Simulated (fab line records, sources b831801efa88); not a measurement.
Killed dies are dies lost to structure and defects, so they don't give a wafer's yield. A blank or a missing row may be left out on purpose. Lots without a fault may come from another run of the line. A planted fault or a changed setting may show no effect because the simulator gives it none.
Chamber matching | flow gf180mcu | GF_PASSIVATION_CVD_02 on pecvd-04: 3 sister chambers
The step deposits Si3N4, target thk 700 nm, time 486.18 s. 6 wafers are shown with their chamber, then 7 later ones without.

WAFERS WITH THEIR CHAMBER
wafer  | chamber | heater_power_outer_w (W) | heater_power_w (W)
L616.2 | 0       | 384                      | 662
L618.1 | 2       | 263                      | 486
L618.4 | 1       | 424                      | 657
L618.5 | 0       | 407                      | 673
L626.2 | 1       | 436                      | 672
L626.5 | 2       | 316                      | 559

WAFERS WITHOUT THEIR CHAMBER
wafer  | heater_power_outer_w (W) | heater_power_w (W)
L626.6 | 459                      | 705
L631.2 | 377                      | 655
L631.4 | 399                      | 696
L631.6 | 456                      | 702
L632.1 | 350                      | 628
L632.3 | 460                      | 741
L632.4 | 483                      | 755

WHICH CHAMBER EACH WENT THROUGH
wafer  | from the rows above          | in truth
L626.6 | can't be placed: 1 or 0      | 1
L631.2 | can't be placed: 0 or 1      | 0
L631.4 | can't be placed: 0 or 1      | 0
L631.6 | can't be placed: 1 or 0      | 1
L632.1 | can't be placed: 0 or 1 or 2 | 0
L632.3 | can't be placed: 1 or 0      | 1
L632.4 | can't be placed: 1 or 0      | 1
Placed correctly: 0 of 7. Can't be placed from these rows: 7 (the true chamber is among the candidates in 7). Placed wrongly: 0.
How it was worked out, from the rows above alone: a wafer's distance from a chamber is the root of the sum, over the readings, of the square of ((its reading less the chamber's mean) divided by the reading's scatter). The wafer belongs to the nearest chamber; if the next one is less than 2 further off, it can't be placed. A chamber's mean is the mean of its shown wafers. The scatter: the root of (the sum of the squares of (reading less its chamber's mean) over the shown wafers, divided by (wafers less chambers)).
